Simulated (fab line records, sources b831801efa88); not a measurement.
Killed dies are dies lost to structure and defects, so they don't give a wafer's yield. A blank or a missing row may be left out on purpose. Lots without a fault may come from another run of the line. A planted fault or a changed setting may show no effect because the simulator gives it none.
Which tool did it? | flow gf180mcu | 6 lots, 18 wafers sampled, at 3 steps of a route of 602

WHAT THE GAUGES READ, wafer by wafer
GF_V1_CD_MEAS_14: target cd 260 nm.
lot  | measured     | on        | cd_nm (nm)
L671 | day 19 08:04 | cd_sem-01 | 259.2 257.6 258.1
L675 | day 21 05:10 | cd_sem-02 | 259.3 260.3 260.8
L678 | day 21 23:14 | cd_sem-02 | 258.4 258.8 259.6
L684 | day 24 02:20 | cd_sem-02 | 260.1 260.0 260.5
L688 | day 25 08:06 | cd_sem-01 | 262.4 264.1 263.9
L691 | day 26 02:01 | cd_sem-02 | 264.8 265.0 266.0

WHICH TOOL RAN EACH LOT (tool, then ch and the chambers of the sampled wafers, then the start)
lot  | GF_M1_SPUTTER_00             | GF_V1_PEB_12
L671 | pvd_sputter-03, day 17 07:04 | litho_track-01 ch 0, day 19 07:44
L675 | pvd_sputter-03, day 19 03:02 | litho_track-04 ch 0, day 21 04:49
L678 | pvd_sputter-03, day 19 21:56 | litho_track-04 ch 0, day 21 22:54
L684 | pvd_sputter-02, day 21 22:55 | litho_track-04 ch 0, day 24 01:59
L688 | pvd_sputter-02, day 23 09:50 | litho_track-02 ch 0, day 25 07:45
L691 | pvd_sputter-01, day 24 05:19 | litho_track-02 ch 0, day 26 01:41
- GF_M1_SPUTTER_00: material Ti, target thk 37.5 nm, time 150 s.
- GF_V1_PEB_12: peb time 90 s.

THE ANSWER, worked out from the rows above alone
Rule: what is usual is taken from the lots themselves. Put in order of their means at a reading, lots are off if they are a third of the lots or fewer, leave a main group of 4 or more, and stand apart from it by a gap of 3 or more times the standard deviation of the main group's means; of several such gaps the widest counts. A main group whose means are all the same, to the digits that the tables above print for the reading, isn't used. A lot without any number at a reading at which 4 lots or more have one is off too. The other lots that the step has rows for count as sound.
Off: L688, L691, at GF_V1_CD_MEAS_14 (cd_nm). The main group: mean 259.4 nm, standard deviation 0.81.
A tool fits if, at a process step before that reading, it ran every lot that is off, and no sound lot after the first of them. The gauges at GF_V1_CD_MEAS_14 are tried like those tools. One fits: litho_track-02 at GF_V1_PEB_12. It ran no sound lot before its first lot that is off in this sample, so the start can't be narrowed down.

WHAT THE SIMULATOR HAD PUT IN
Process parameter drift: litho_track-02, from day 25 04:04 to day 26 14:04, at GF_V1_PEB_12. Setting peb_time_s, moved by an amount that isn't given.
Lots struck among those shown: L688, L691. The rule above found the same.
